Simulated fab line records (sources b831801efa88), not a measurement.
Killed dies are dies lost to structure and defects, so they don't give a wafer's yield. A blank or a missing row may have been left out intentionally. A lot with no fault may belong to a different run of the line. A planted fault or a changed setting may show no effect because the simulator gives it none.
A single fault, viewed from 2 desks / flow sky130 / only its own numbers are on each desk; what lay behind them is given at the end

AT THE TOOL OWNER'S DESK: cvdW-02
The tool's own readings at SKY_VIA4_CVD_18 (deposits W, target thk 505 nm, time 152.14 s): means of the sampled wafers that have a number, for each lot that ran on this tool. Marked OUT: a lot whose mean sits more than 4 standard deviations from the usual mean, which makes it out of limits; the brackets give that distance.
Columns: A = heaterPowerW at SKY_VIA4_CVD_18, usual 780 W; B = susceptorTempC at SKY_VIA4_CVD_18, usual 400.04 C
lot=L758; first seen here=day 42 16:37; A=818; B=400.25
lot=L759; first seen here=day 43 00:32; A=826; B=399.78
lot=L764; first seen here=day 44 16:49; A=790; B=400.01
lot=L766; first seen here=day 45 20:14; A=803; B=400.17
lot=L778; first seen here=day 48 03:37; A=809; B=400.02
Result from this desk: across the 5 lots, nothing is out of limits.

FROM THE METROLOGY DESK
Means of the sampled wafers that have a number, per lot and without regard to the tool the lot ran on: this is what the gauges read. Marked OUT: a lot whose mean sits more than 4 standard deviations from the usual mean, which makes it out of limits; the brackets give that distance.
Columns: A = VIA3_W_THK at SKY_VIA3_THK_MEAS_23, usual 397 nm; B = VIA4_W_RS at SKY_VIA4_RS_MEAS_19, usual 0.2247 ohm/sq; C = VIA4_W_THK at SKY_VIA4_THK_MEAS_20, usual 512 nm
lot=L757; first seen here=day 39 05:50; A=400; B=0.2209; C=518
lot=L758; first seen here=day 39 12:20; A=395; B=0.2282; C=500
lot=L759; first seen here=day 39 22:23; A=408; B=0.2251; C=514
lot=L764; first seen here=day 41 16:29; A=394; B=0.1705 (-23) OUT; C=712 (+32) OUT
lot=L766; first seen here=day 42 20:46; A=386; B=0.1705 (-23) OUT; C=704 (+31) OUT
lot=L770; first seen here=day 43 11:07; A=401; B=0.2264; C=512
lot=L775; first seen here=day 44 15:19; A=393; B=0.2260; C=509
lot=L777; first seen here=day 45 03:46; A=398; B=0.2263; C=503
lot=L778; first seen here=day 45 13:26; A=389; B=0.2243; C=509
lot=L780; first seen here=day 45 20:41; A=391; B=0.2238; C=514
This desk reports L764, L766 out of limits; the earliest was L764 at day 44 16:58 (VIA4_W_RS at SKY_VIA4_RS_MEAS_19). Within limits: L757, L758, L759, L770, L775, L777, L778, L780.

PUT TOGETHER
Metrology desk: alarm possible at day 44 16:58 on L764, L766.
The desk of the tool owner found nothing out of limits.
Tool owner's desk: L764, L766 on record, inside its limits.
Of the lots named, all ran SKY_VIA4_CVD_18 on cvdW-02.

WHAT THE SIMULATOR PUT IN
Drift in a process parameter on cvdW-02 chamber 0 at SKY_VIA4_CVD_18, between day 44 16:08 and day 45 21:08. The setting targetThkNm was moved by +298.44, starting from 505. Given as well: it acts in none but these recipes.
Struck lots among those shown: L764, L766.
Hours from the fault's start to each desk's first reading out of limits: the metrology desk, 1.
